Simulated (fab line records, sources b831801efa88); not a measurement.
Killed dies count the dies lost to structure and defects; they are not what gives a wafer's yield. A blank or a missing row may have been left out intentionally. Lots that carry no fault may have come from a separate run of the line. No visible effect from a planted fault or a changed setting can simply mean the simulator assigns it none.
A lot that was struck, set against a sound lot -- flow gf180mcu -- 15 out of 602 route steps
Sound: wafers L439.2, L439.3, L439.4. Struck: wafers L455.2, L455.3, L455.4. The cause comes at the end.
At each step with rows: each side's tool, then ch and its chambers, then its first start. Under that, the readings that differ: sound wafers -- struck wafers -- difference of the means -- sigmas: that difference in standard deviations of wafers without a fault.
alike: readings with means less than 2 such deviations apart, plus words and numbers identical on both sides. not compared: withheld readings, readings lacking a value on some wafer, bounds such as >300 that could conceal the same value, and numbers that have no deviation in the record and whose values overlap.
A row with sigmas, a row that says differs or no value, or rows on one side alone: a step with any of these is where the two part. Non-overlapping numbers with no deviation appear without sigmas and do not part them. Lack of a reading on every wafer of one side parts them only where that side has two or more wafers.

GF_TOP_METAL_SPUTTER_04: material TiN, target thk 25 nm, time 20.8 s.
  sound on pvd sputter-04, day 27 18:01; struck on pvd sputter-03, day 32 11:07
  alike: throttle valve pct
GF_TOP_METAL_RS_MEAS_05: measures by four-point-probe.
  sound on film metro-03, day 27 18:04; struck on film metro-01, day 32 11:10
  alike: TOP_METAL_ALCU_RS
GF_TOP_METAL_THK_MEAS_06: measures by xrf.
  sound on film metro-03, day 27 18:11; struck on film metro-01, day 32 11:17
  alike: TOP_METAL_ALCU_THK
then, 7 steps without rows for these wafers: GF_TOP_METAL_DEHYDRATE_07 (time 60 s); GF_TOP_METAL_HMDS_08 (prime time 60 s); GF_TOP_METAL_COAT_09 (resist thk 1500 nm); GF_TOP_METAL_SOFTBAKE_10 (time 60 s); GF_TOP_METAL_EXPOSE_11 (exposes mask MetalTop, target cd 440 nm); GF_TOP_METAL_PEB_12; GF_TOP_METAL_DEVELOP_13 (develop time 60 s).
GF_TOP_METAL_CD_MEAS_14: the cd target is 440 nm.
  sound on cd sem-01, day 28 13:49; struck on cd sem-02, day 33 02:43
  alike: cd nm
GF_TOP_METAL_OVL_MEAS_15:
  sound on overlay-01, day 28 13:55; struck on overlay-01, day 33 02:50
  alike: TOP_METAL_OVL
GF_TOP_METAL_METAL_ETCH_16: etches the open film in Cl2/BCl3, stops on SiO2, target depth 1077.5 nm, time 179.6 s.
  sound on rie metal-02 ch 0,1, day 28 13:57; struck on rie metal-02 ch 0,1, day 33 02:52
reading,sound,struck,difference,sigmas
oes product au (a.u.),0.960 0.964 0.972,0.922 0.920 0.906,-0.049,-8
rf fwd power W (W),796.8 796.3 796.0,671.4 671.7 668.2,-125.9,-55
throttle valve pct (%),28.259 28.246 28.252,28.294 28.320 28.327,+0.061,+6
model.etch.depth nm (nm),1019 1029 1033,939.9 935.4 906.5,-99.7,
model.TOP_METAL.feature depth nm (nm),1019 1029 1033,939.9 935.4 906.5,-99.7,
model.NOVOLAK_of_TOP_METAL_COAT_09.thk nm (nm),1061 1069 1060,1123 1123 1138,+65,
  alike: drypump motor current A
  not compared: rf hours counter h
GF_TOP_METAL_STRIP_17: strips in O2/N2.
  sound on plasma asher-01 ch 0,1, day 28 14:07; struck on plasma asher-02 ch 0,1, day 33 03:02
reading,sound,struck,difference,sigmas
strip time to endpoint s (s),13.34 13.45 13.33,14.08 14.07 14.26,+0.76,+9
  alike: drypump motor current A, heater power w, oes product au
  not compared: rf hours counter h
then, 1 step without rows for these wafers: GF_TOP_METAL_STRIP_18 (strips in post etch residue remover, time 1200 s).

== WHERE THEY PART ==
At GF_TOP_METAL_METAL_ETCH_16 first; at GF_TOP_METAL_STRIP_17 last (within this record only).

WHY: what had been put in by the simulator
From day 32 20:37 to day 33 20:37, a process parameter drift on rie metal-02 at GF_TOP_METAL_METAL_ETCH_16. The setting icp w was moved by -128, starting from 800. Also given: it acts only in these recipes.
